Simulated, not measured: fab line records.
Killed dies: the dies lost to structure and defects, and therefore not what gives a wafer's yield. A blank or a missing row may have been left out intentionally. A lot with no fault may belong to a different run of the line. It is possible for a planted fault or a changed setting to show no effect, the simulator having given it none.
One fault through the eyes of 2 desks ; flow sky130 ; each desk holds nothing but its own numbers, with what lay behind them at the end

== AT THE TOOL OWNER'S DESK: implanter-02 ==
The tool's own readings at SKY_LDD_HVN_IMPLANT_08: means of the sampled wafers that have a number, for each lot that ran on this tool. Any lot whose mean is over 4 standard deviations away from the usual mean is out of limits and marked OUT; that distance is given in the brackets.
Columns: A = beam energy keV at SKY_LDD_HVN_IMPLANT_08, usual 60.004; B = beam on s at SKY_LDD_HVN_IMPLANT_08, usual 10.01 s; C = tilt deg at SKY_LDD_HVN_IMPLANT_08, usual 40.001 degrees
lot;first seen here;A;B;C
L813;day 21 12:29;60.013;9.99;39.998
L815;day 22 06:48;60.026;9.85;40.006
L821;day 24 14:02;60.028;10.09;40.043
L822;day 24 16:12;60.005;9.96;40.024
L829;day 27 02:38;86.399 (+99 or more) OUT;10.07;39.997
L831;day 27 23:27;86.384 (+99 or more) OUT;10.10;39.980
Finding of this desk: L829, L831 out of limits; the first was L829 at day 27 02:38, on beam energy keV at SKY_LDD_HVN_IMPLANT_08. L813, L815, L821, L822 stayed within limits.

== FROM THE METROLOGY DESK ==
Means of the sampled wafers that have a number, per lot and without regard to the tool the lot ran on: this is what the gauges read. Any lot whose mean is over 4 standard deviations away from the usual mean is out of limits and marked OUT; that distance is given in the brackets.
Columns: A = INCOMING_BOW at SKY_FIELD_ISO_BOW_MEAS_00, usual 0 um; B = cd nm at SKY_SONOS_TUNNEL_CD_MEAS_07, usual 409.6 nm; C = LDD_HVN_TW at SKY_LDD_HVN_TW_MEAS_10, usual 1439
lot;first seen here;A;B;C
L811;day 1 15:01;-7;406.8;1434
L813;day 2 01:02;-1;408.3;1450
L814;day 2 06:02;0;410.0;1454
L815;day 2 11:00;0;408.4;1425
L816;day 2 16:00;-1;408.2;1434
L817;day 2 21:00;1;410.7;1440
L820;day 3 12:00;2;409.5;1424
L821;day 3 17:01;-7;413.2;1436
L822;day 3 22:02;8;409.8;1443
L823;day 4 03:01;-2;408.1;1433
L829;day 5 09:01;-0;411.1;1556 (+9.0) OUT
L831;day 5 19:00;3;410.7;1578 (+11) OUT
This desk's result: L829, L831 out of limits, first on L829 (LDD_HVN_TW at SKY_LDD_HVN_TW_MEAS_10), day 27 02:53. L811, L813, L814, L815, L816, L817, L820, L821, L822, L823 stayed within limits.

== TAKEN TOGETHER ==
The tool owner's desk had the chance to raise an alarm at day 27 02:38 on L829, L831.
At day 27 02:53 the metrology desk could have sounded an alarm, on L829, L831.
Of the lots named, all ran SKY_LDD_HVN_IMPLANT_08 on implanter-02.

== WHAT WAS PUT IN BY THE SIMULATOR ==
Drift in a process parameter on implanter-02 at SKY_LDD_HVN_IMPLANT_08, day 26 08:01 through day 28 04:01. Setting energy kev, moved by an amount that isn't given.
Shown lots that were struck: L829, L831.
Hours from the fault's start to each desk's first reading out of limits: the tool owner's desk, 19; the metrology desk, 19.
